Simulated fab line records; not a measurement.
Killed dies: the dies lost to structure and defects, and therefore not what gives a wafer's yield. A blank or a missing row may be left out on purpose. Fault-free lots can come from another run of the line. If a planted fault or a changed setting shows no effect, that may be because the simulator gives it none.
Problem report in the 8D (eight disciplines) form, filled by code    flow gf180mcu    the parts of the form that need people (team, actions taken, sign-off) are left out

## 1. WHAT WENT WRONG
Wafers without a fault read 3000 sccm, standard deviation 8.7; o2_flow_sccm at GF_MVSD_STRIP_10 reads a mean of 2412 sccm on 3 wafers belonging to 2 lots. That is -68 standard deviations from the usual mean.
The step: strips in O2/N2.
First seen on wafer L937.3, day 6 18:57, on plasma_asher-01. The record has a number at this step for 39 wafers belonging to 13 lots. Rule for "out" (also "out of limits"): further than 4 standard deviations from the usual mean. The other wafers with a number count as sound.

## 2. WHAT IT IS AND WHAT IT IS NOT
question                     is                                      is not
which readings at this step  o2_flow_sccm, strip_time_to_endpoint_s  drypump_motor_current_A, heater_power_w, oes_product_au
which lots                   L937, L941                              L927, L929, L930, L931, L932, L933, L939, L945, L946, L948, L950
which wafers of those lots   L937.3, L941.1, L941.5                  L937.2, L937.4, L941.3
read on which tools          plasma_asher-01                         plasma_asher-03, plasma_asher-04
when                         from day 6 18:57                        up to then (20 sound wafers); but 16 sound wafers of L939, L941, L945, L946, L948, L950 came after

## 3. THE SUSPECTS, EACH WITH WHAT RULES IT OUT
Counting: a tool at a process step up to the reading stays a suspect if it ran every lot that is out. Sound lots after the first of them don't rule it out here, since some wafers of a struck lot are sound.
- plasma_asher-01 at GF_MVSD_STRIP_10 (strips in O2/N2): kept. Every lot that is out went through it, the first being L937 (day 6 18:57); the last sound lot it ran before that was L933 (day 5 20:05). On those wafers its own readings are out: o2_flow_sccm, strip_time_to_endpoint_s.
- Within plasma_asher-01 at GF_MVSD_STRIP_10, the wafers that are out were processed in chamber 1 and their sound lot-mates in chamber 0.
Left after counting: plasma_asher-01 at GF_MVSD_STRIP_10.

## 4. THE CAUSE (what the simulator had put in)
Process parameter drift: plasma_asher-01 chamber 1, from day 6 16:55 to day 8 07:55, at GF_MVSD_STRIP_10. The setting o2_flow_sccm was moved by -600, starting from 3000. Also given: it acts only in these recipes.
Counting left only this tool.

## 5. THE CHAIN OF EFFECTS, in route order
Rows list readings where the struck wafers' mean (over those with a number) sits beyond 3 standard deviations from the usual. Only readings whose record carries a usual standard deviation are examined. hours: median over the lots of the time between each lot's start at the first step of this table that gives one and its start at this step. sigmas: the change, counted in usual standard deviations.
hours  step              reading                   usual      on struck wafers  change  sigmas
0      GF_MVSD_STRIP_10  o2_flow_sccm              3000 sccm  2412              -588    -68
0      GF_MVSD_STRIP_10  strip_time_to_endpoint_s  36.96 s    37.50             +0.54   +4.9
Process steps it contains:
- GF_MVSD_STRIP_10: strips in O2/N2.
At these later measuring or inspecting steps, every struck wafer for which the step has a row has a number for every such reading, and none has moved that far: GF_POLY_GATE_CD_MEAS_10.

## 6. WHAT WOULD HAVE CAUGHT IT SOONER
In this record the first reading out of limits was taken at day 6 18:57, 2 hours after the fault began at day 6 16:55.
